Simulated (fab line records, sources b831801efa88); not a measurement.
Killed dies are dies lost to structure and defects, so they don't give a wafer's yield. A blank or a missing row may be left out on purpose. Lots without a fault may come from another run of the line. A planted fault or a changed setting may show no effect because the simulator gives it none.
fab line records | flow sky130
record lots=5 wafers=15 last_day=50
route steps=708 shown METAL5@666 PAD_OPEN@708
lots that met no fault: from a run of the same line without faults
start_h: hours from the record's first day to the start of the lot's first wafer shown | wait_h: hours since the lot's step before | " the same as in the row above | L1.1+2: a row that stands for several wafers | - no value, or no start given | * or withheld: withheld | < > ~ a bound
route shown NAME@n: a module of which the file shows steps, and the number in the route of the first | usual: mean/standard deviation of fault-free wafers | same: alike in all rows | chamber/n: place in a boat | sites: the reading at each site | _std_site: their standard deviation | _edge_site: outer sites' mean less inner sites' | radius_mm: how far each site lies from the wafer's centre | mask NAME#n: copy n | behind: the tool/chamber that last shaped the wafer | hold: why the lot was held/for how many hours/how that ended | device: the transistor (n, p or np) that didn't switch | end of line: the same wafers' tests at the end of the route | a step without rows: its recipe alone | killed: dies lost to structure and defects at the first sort, not the wafer's yield | map: a wafer's dies, x killed, . not, _ none there
set.NAME: the setting as run; set.NAME@STEP: as run at that earlier step | model.NAME: the simulator's own value behind a step, which no gauge read
lots at some steps of the route; a table a step, a row a wafer
services: from which hour (start_h, from the record's first day; less than 0 if before it) a tool's chamber was out of use, for how many hours, and why
## steps
# step SKY_METAL5_RS_MEAS_05
# recipe thk_meas_gauge=four-point-probe reads=TiN_of_METAL5_SPUTTER_04+Ti_of_METAL5_SPUTTER_03+AlCu_of_METAL5_SPUTTER_02+TiN_of_METAL5_SPUTTER_01+Ti_of_METAL5_SPUTTER_00
# usual METAL5_ALCU_RS=0.0270/0.00032
# columns lot.wafer tool chamber start_h wait_h METAL5_ALCU_RS[ohm/sq]
L873.1 film_metro-03 - 1061.40 0.0 0.0267
L873.2 " - " " 0.0270
L873.4 " - " " 0.0267
L874.3 film_metro-04 - 1064.47 0.1 0.0273
L874.4 " - " " 0.0270
L874.6 " - " " 0.0276
L876.1 film_metro-01 - 1079.89 0.0 0.0264
L876.4 " - " " 0.0273
L876.6 " - " " 0.0269
L878.4 film_metro-04 - 1094.05 0.1 0.0271
L878.5 " - " " 0.0272
L878.6 " - " " 0.0267
L886.1 film_metro-01 - 1150.12 0.0 0.0267
L886.3 " - " " 0.0272
L886.6 " - " " 0.0272
# step SKY_METAL5_THK_MEAS_06
# recipe thk_meas_gauge=xrf reads=AlCu_of_METAL5_SPUTTER_02
# usual METAL5_ALCU_THK=1155/15
# columns lot.wafer tool chamber start_h wait_h METAL5_ALCU_THK[nm]
L873.1 film_metro-03 - 1061.52 0.1 1163
L873.2 " - " " 1145
L873.4 " - " " 1152
L874.3 film_metro-04 - 1064.57 0.1 1142
L874.4 " - " " 1158
L874.6 " - " " 1134
L876.1 film_metro-01 - 1080.01 0.1 1195
L876.4 " - " " 1154
L876.6 " - " " 1175
L878.4 film_metro-04 - 1094.14 0.1 1153
L878.5 " - " " 1144
L878.6 " - " " 1167
L886.1 film_metro-01 - 1150.24 0.1 1176
L886.3 " - " " 1158
L886.6 " - " " 1157
# step SKY_METAL5_DEHYDRATE_07
# recipe temp_c=200 time_s=60
# step SKY_METAL5_HMDS_08
# recipe prime_time_s=60 prime_temp_c=120
# step SKY_METAL5_COAT_09
# recipe resist=NOVOLAK spin_rpm=3000 resist_thk_nm=1800
# step SKY_METAL5_SOFTBAKE_10
# recipe temp_c=90 time_s=60 resist=NOVOLAK
# step SKY_METAL5_EXPOSE_11
# recipe mask_id=MM5 na=0.6 source_shape=conventional sigma_outer=0.6 polarization=unpolarized target_cd_nm=1600 dose_mj=190
# step SKY_METAL5_PEB_12
# recipe temp_c=withheld time_s=* resist=NOVOLAK
# step SKY_METAL5_DEVELOP_13
# recipe resist=NOVOLAK developer=TMAH develop_time_s=60 dev_temp_c=23
# step SKY_METAL5_DESCUM_14
# recipe chemistry=O2 source_power_w=150 bias_power_w=0 pressure_mtorr=10 temp_c=40 time_s=11
# usual drypump_motor_current_A=5.5/0.5 oes_product_au=1.005/0.0096
# columns lot.wafer tool chamber start_h wait_h drypump_motor_current_A oes_product_au rf_hours_counter_h
L873.1 rie_metal-03 1 1082.79 0.1 6.1 1.013 18
L873.2 " 0 " " 5.4 1.011 16
L873.4 " 0 " " 5.4 1.024 -
L874.3 rie_metal-01 0 1086.07 0.1 6.3 1.007 -
L874.4 " 1 " " 5.2 1.008 -
L874.6 " 1 " " 5.2 0.991 -
L876.1 rie_metal-03 0 1100.03 0.1 5.4 1.025 18
L876.4 " 0 " " 5.4 1.028 -
L876.6 " 1 " " 6.0 1.002 -
L878.4 rie_metal-02 0 1114.22 0.1 5.1 1.004 -
L878.5 " 0 " " 5.2 1.000 -
L878.6 " 1 " " 4.9 0.998 -
L886.1 rie_metal-03 1 1167.98 0.1 6.1 1.002 23
L886.3 " 0 " " 5.4 1.024 -
L886.6 " 1 " " 6.1 0.994 -
# step SKY_METAL5_METAL_ETCH_15
# recipe target_depth_a=12600 stop_on=SiO2 over_etch_frac=0.2 time_s=252 chemistry=Cl2/BCl3 resist_sidewall_deg=86 pressure_mtorr=10 icp_w=900 bias_w=48.5 Cl2_flow_sccm=60 bcl3_flow_sccm=30
# usual drypump_motor_current_A=5.5/0.49 oes_product_au=0.894/0.0055 throttle_valve_pct=22.264/0.0087
# columns lot.wafer tool chamber start_h wait_h drypump_motor_current_A oes_product_au rf_hours_counter_h throttle_valve_pct
L873.1 rie_metal-03 1 1082.83 0.0 6.1 0.892 18 22.291
L873.2 " 0 " " 5.4 0.890 16 22.264
L873.4 " 0 " " 5.4 0.888 - 22.257
L874.3 rie_metal-01 0 1086.17 0.1 6.2 0.897 - 22.274
L874.4 " 1 " " 5.2 0.899 - 22.261
L874.6 " 1 " " 5.2 0.885 - 22.271
L876.1 rie_metal-03 0 1100.06 0.0 5.4 0.881 18 22.265
L876.4 " 0 " " 5.4 0.901 - 22.258
L876.6 " 1 " " 6.1 0.885 - 22.257
L878.4 rie_metal-02 0 1114.32 0.1 5.2 0.899 - 22.273
L878.5 " 0 " " 5.1 0.887 - 22.260
L878.6 " 1 " " 4.9 0.899 - 22.258
L886.1 rie_metal-03 1 1168.01 0.0 6.1 0.895 23 22.264
L886.3 " 0 " " 5.4 0.892 - 22.276
L886.6 " 1 " " 6.1 0.891 - 22.267
# step SKY_METAL5_STRIP_16
# recipe chemistry=O2/N2 power_w=1400 pressure_mtorr=1500 platen_temp_c=withheld o2_flow_sccm=3000 n2_flow_sccm=300 overash_fraction=0.5
# usual drypump_motor_current_A=5.5/0.53 oes_product_au=0.710/0.0047 strip_time_to_endpoint_s=12.99/0.13
# columns lot.wafer tool chamber start_h wait_h drypump_motor_current_A oes_product_au rf_hours_counter_h strip_time_to_endpoint_s
L873.1 plasma_asher-03 0 1083.15 0.2 5.3 0.711 34 12.97
L873.2 " 1 " " 5.2 0.705 34 12.82
L873.4 " 1 " " 5.3 0.706 - 12.79
L874.3 plasma_asher-03 0 1086.36 0.1 5.3 0.704 - 12.83
L874.4 " 1 " " 5.2 0.711 - 12.80
L874.6 " 0 " " 5.3 0.707 - 12.77
L876.1 plasma_asher-03 1 1100.30 0.2 5.3 0.707 36 12.80
L876.4 " 1 " " 5.2 0.707 - 12.78
L876.6 " 1 " " 5.3 0.707 - 12.84
L878.4 plasma_asher-04 1 1114.51 0.1 5.5 0.712 - 12.94
L878.5 " 0 " " 6.6 0.712 - 12.96
L878.6 " 1 " " 5.5 0.714 - 13.20
L886.1 plasma_asher-04 0 1168.25 0.2 6.6 0.708 103 13.00
L886.3 " 1 " " 5.5 0.704 - 12.83
L886.6 " 0 " " 6.6 0.713 - 12.99
# step SKY_METAL5_STRIP_17
# recipe chemistry=post_etch_residue_remover time_s=1200 temp_c=72.5
# usual bath_guard_temp_C=72.7/0.46 temp_c=72.53/0.14
# columns lot.wafer tool chamber start_h wait_h bath_guard_temp_C temp_c
L873.1 wet_bench-04 2 1083.25 0.1 72.5 72.43
L873.2 " 2 " " 72.7 72.51
L873.4 " 2 " " 73.2 72.28
L874.3 wet_bench-04 1 1086.43 0.0 72.5 72.42
L874.4 " 1 " " 72.8 72.29
L874.6 " 1 " " 72.6 72.24
L876.1 wet_bench-03 0 1100.40 0.1 73.2 72.69
L876.4 " 0 " " 73.1 72.72
L876.6 " 0 " " 73.0 72.39
L878.4 wet_bench-02 1 1114.62 0.1 72.9 72.21
L878.5 " 1 " " 72.9 72.46
L878.6 " 1 " " 73.0 72.60
L886.1 wet_bench-02 0 1168.35 0.1 70.7 70.37
L886.3 " 0 " " 71.0 70.43
L886.6 " 0 " " 70.7 70.42
# step SKY_METAL5_CLEAN_18
# recipe chemistry=IPA time_s=180 temp_c=25
# step SKY_PAD_OPEN_PROBE_99
# usual defect_limited_yield=82.4/1.9 killed_at_M0_to_M3=43/6.7 killed_at_M4_up=3.1/1.9 killed_at_contacts=25/5 killed_at_front_end=15/4 killed_at_other=0.4/0.69 killed_dies=87/9.2 killed_open=46/7.1 killed_short=40/6.8 sort_bin_3_pad_short=0.9/0.48 sort_bin_5_function=10.3/1.5 sort_bin_6_memory=6.4/1.2 sort_n_pass=405/9.2 sort_yield_pct=82.4/1.9
# same gross_dies=492 killed_at_back_side=0 sort_bin_4_leakage[%]=0 sort_bin_8_speed[%]=0
# columns lot.wafer tool chamber start_h wait_h defect_limited_yield[%] killed_at_M0_to_M3 killed_at_M4_up killed_at_contacts killed_at_front_end killed_at_other killed_dies killed_open killed_short sort_bin_3_pad_short[%] sort_bin_5_function[%] sort_bin_6_memory[%] sort_n_pass sort_yield_pct[%]
L873.1 prober-01 - 1126.96 0.1 84.8 39 3 17 15 1 75 40 35 1.2 8.3 5.7 417 84.8
L873.2 prober-01 - 1127.01 0.1 84.6 33 2 25 16 0 76 39 37 1.2 8.9 5.3 416 84.6
L873.4 prober-01 - 1127.11 0.2 85.8 32 2 22 14 0 70 34 36 0.6 7.7 5.9 422 85.8
L874.3 prober-02 - 1129.61 0.2 81.9 46 2 27 14 0 89 53 36 0.8 9.8 7.5 403 81.9
L874.4 prober-02 - 1129.66 0.2 83.5 47 3 21 10 0 81 48 32 1.4 10.4 4.7 411 83.5
L874.6 prober-02 - 1129.76 0.2 79.9 44 2 35 18 0 99 54 45 1.0 11.2 7.9 393 79.9
# killed by level:class
L873.1 VIA1:geometric_particle:open=12 METAL1:geometric_particle:short=7 LI_CONTACT:geometric_particle:short=5 LI_CONTACT:geometric_particle:open=5 CONTACT:geometric_particle:open=5 FIELD_ISO:geometric_particle:open=4 POLY_GATE:geometric_particle:open=4 VIA2:geometric_particle:open=4
L873.2 VIA1:geometric_particle:open=8 CONTACT:geometric_particle:open=8 METAL1:geometric_particle:short=7 CONTACT:geometric_particle:short=6 FIELD_ISO:geometric_particle:short=5 VIA2:geometric_particle:open=5 FIELD_ISO:geometric_particle:open=4 LI_CONTACT:geometric_particle:open=4
L873.4 LI_CONTACT:geometric_particle:open=7 CONTACT:geometric_particle:short=6 VIA1:geometric_particle:open=6 METAL2:geometric_particle:short=5 CONTACT:geometric_particle:open=5 METAL1:geometric_particle:short=5 VIA1:geometric_particle:short=5 VIA2:geometric_particle:open=5
L874.3 CONTACT:geometric_particle:open=14 VIA1:geometric_particle:open=13 METAL1:geometric_particle:short=9 VIA2:geometric_particle:open=7 LI_CONTACT:geometric_particle:open=5 VIA3:geometric_particle:short=5 LOCAL_INTERCONNECT:geometric_particle:short=4 VIA3:geometric_particle:open=4
L874.4 VIA1:geometric_particle:open=10 VIA2:geometric_particle:open=10 VIA1:geometric_particle:short=7 LI_CONTACT:geometric_particle:open=5 CONTACT:geometric_particle:short=5 POLY_GATE:geometric_particle:open=4 VIA3:geometric_particle:open=4 LOCAL_INTERCONNECT:geometric_particle:short=4
L874.6 CONTACT:geometric_particle:open=13 VIA1:geometric_particle:open=12 LOCAL_INTERCONNECT:geometric_particle:short=9 LI_CONTACT:geometric_particle:open=7 VIA1:geometric_particle:short=7 FIELD_ISO:geometric_particle:short=6 METAL1:geometric_particle:short=6 POLY_GATE:geometric_particle:open=5
## services
# columns tool chamber start_h hours kind
plasma_asher-03 - 1087.50 1.7 repair
rie_metal-03 - 1110.14 14.6 pm
plasma_asher-04 - 1121.95 1.5 repair
plasma_asher-03 - 1130.59 7.5 repair
rie_metal-02 - 1135.94 0.8 repair
## key
first_sign step=SKY_METAL5_STRIP_17 reading=temp_c direction=down sigmas=16 usual=* struck=*
effect step=SKY_METAL5_STRIP_17 reading=bath_guard_temp_C direction=down sigmas=4.1 usual=* struck=*
met_at SKY_METAL5_STRIP_17
struck_wafers L886.1,L886.3,L886.6
fault kind=process_parameter_drift tool=wet_bench-02 chamber=0 onset_h=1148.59 steps=SKY_METAL5_STRIP_17 channel=temp_c offset=* shape=step end_h=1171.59 acts_in=* stated=*
